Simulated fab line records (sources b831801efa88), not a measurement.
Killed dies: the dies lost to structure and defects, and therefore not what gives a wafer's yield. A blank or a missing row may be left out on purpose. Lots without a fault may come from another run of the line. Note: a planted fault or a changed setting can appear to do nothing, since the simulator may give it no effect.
Chamber matching + flow gf180mcu + GF_CONTACT_CVD_02 on pecvd-02 has 3 sister chambers
The step deposits SiO2 from TEOS, target thk 860 nm, time 95.992 s. 6 wafers are shown with their chamber, then 7 later ones without.

EACH WAFER AND ITS CHAMBER
| wafer  | chamber | heater_power_w (W) |
|--------|---------|--------------------|
| L625.3 | 2       | 540                |
| L626.3 | 1       | 615                |
| L632.2 | 1       | 585                |
| L632.3 | 2       | 675                |
| L639.2 | 0       | 709                |
| L639.4 | 0       | 592                |

WAFERS WITH NO CHAMBER GIVEN
| wafer  | heater_power_w (W) |
|--------|--------------------|
| L639.5 | 559                |
| L640.2 | 690                |
| L640.4 | 677                |
| L640.5 | 552                |
| L641.3 | 641                |
| L641.4 | 506                |
| L641.6 | 578                |

EACH ONE'S CHAMBER
| wafer  | from the rows above          | in truth |
|--------|------------------------------|----------|
| L639.5 | can't be placed: 1 or 2 or 0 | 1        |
| L640.2 | can't be placed: 0 or 2 or 1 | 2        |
| L640.4 | can't be placed: 0 or 2 or 1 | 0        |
| L640.5 | can't be placed: 1 or 2 or 0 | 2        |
| L641.3 | can't be placed: 0 or 2 or 1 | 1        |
| L641.4 | can't be placed: 1 or 2 or 0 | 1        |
| L641.6 | can't be placed: 1 or 2 or 0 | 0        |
Correctly placed: 0 of 7. These rows do not allow placing 7 (true chamber among the candidates in 7). Wrongly placed: 0.
How it was worked out, from the rows above alone: a wafer's distance from a chamber is the root of the sum, over the readings, of the square of ((its reading less the chamber's mean) divided by the reading's scatter). If the next closest chamber is less than 2 further off than the closest, the wafer can't be placed; otherwise it belongs to the closest. For every chamber, the mean is computed from those of its wafers that are shown. The scatter: take each reading less its chamber's mean, square it, sum over the shown wafers, divide by the number of wafers less the number of chambers, and take the root.
